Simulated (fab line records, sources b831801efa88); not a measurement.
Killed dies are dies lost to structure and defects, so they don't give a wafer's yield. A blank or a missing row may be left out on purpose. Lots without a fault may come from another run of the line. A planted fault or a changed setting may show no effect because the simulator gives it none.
Problem report in the 8D (eight disciplines) form, filled by code | flow sky130 | the parts of the form that need people (team, actions taken, sign-off) are left out

1. THE PROBLEM
bias_w at SKY_METAL3_METAL_ETCH_18 reads a mean of 45.57 W on 9 wafers of 3 lots; wafers without a fault read 48.47 W with a standard deviation of 0.14. That is -21 standard deviations from the usual mean.
The step: etches the open film in Cl2/BCl3, stops on SiO2, target depth 845 nm, time 183.1 s.
First seen on wafer L399.2, day 42 06:40, on rie_metal-04. The record holds 36 wafers of 12 lots with a number at this step. Rule for "out", or "out of limits": more than 4 standard deviations from the usual mean. The other wafers with a number count as sound.

2. WHAT IT IS AND WHAT IT IS NOT
question                    | is                     | is not
which readings at this step | bias_w                 | drypump_motor_current_A, throttle_valve_pct
which lots                  | L399, L401, L402       | L388, L390, L392, L394, L397, L398, L400, L406, L410
which wafers of those lots  | all that have a number | -
read on which tools         | rie_metal-04           | rie_metal-01, rie_metal-02
when                        | from day 42 06:40      | up to then (18 sound wafers); but 9 sound wafers of L400, L406, L410 came after

3. SUSPECTS, AND WHAT RULES EACH OUT
Counting: a tool at a process step up to the reading stays a suspect if it ran every lot that is out and no sound lot after the first of them.
- rie_metal-04 at SKY_METAL3_METAL_ETCH_18 (etches the open film in Cl2/BCl3, stops on SiO2, target depth 845 nm, time 183.1 s): kept. It ran every lot that is out, first L399 (day 42 06:40), and no sound lot after that; its last sound lot up to then is L398 (day 41 22:44). Its own readings are out on those wafers: bias_w.
Left after counting: rie_metal-04 at SKY_METAL3_METAL_ETCH_18.

4. THE CAUSE (what the simulator had put in)
Process parameter drift: rie_metal-04, from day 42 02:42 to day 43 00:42, at SKY_METAL3_METAL_ETCH_18. Setting bias_w, moved by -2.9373, from 48.5. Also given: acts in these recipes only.
Counting left only this tool.

5. THE CHAIN OF EFFECTS, in route order
Each row: a reading whose mean over the struck wafers that have a number lies more than 3 standard deviations from the usual. Only readings for which the record gives a usual standard deviation are gone through. hours: the time from each lot's start at the first step in this table that gives one to its start at this step, as a median over the lots. sigmas: the change in usual standard deviations.
hours | step                     | reading | usual   | on struck wafers | change | sigmas
0     | SKY_METAL3_METAL_ETCH_18 | bias_w  | 48.47 W | 45.57            | -2.90  | -21
The process steps in it:
- SKY_METAL3_METAL_ETCH_18: etches the open film in Cl2/BCl3, stops on SiO2, target depth 845 nm, time 183.1 s.
Later measuring or inspecting steps at which every struck wafer that the step has a row for has a number for every such reading, and none has moved that far: SKY_VIA3_THK_MEAS_01, SKY_VIA3_BOW_MEAS_03.

6. WHAT WOULD HAVE CAUGHT IT SOONER
In this record the first reading out of limits was taken at day 42 06:40, 4 hours after the fault began at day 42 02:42.
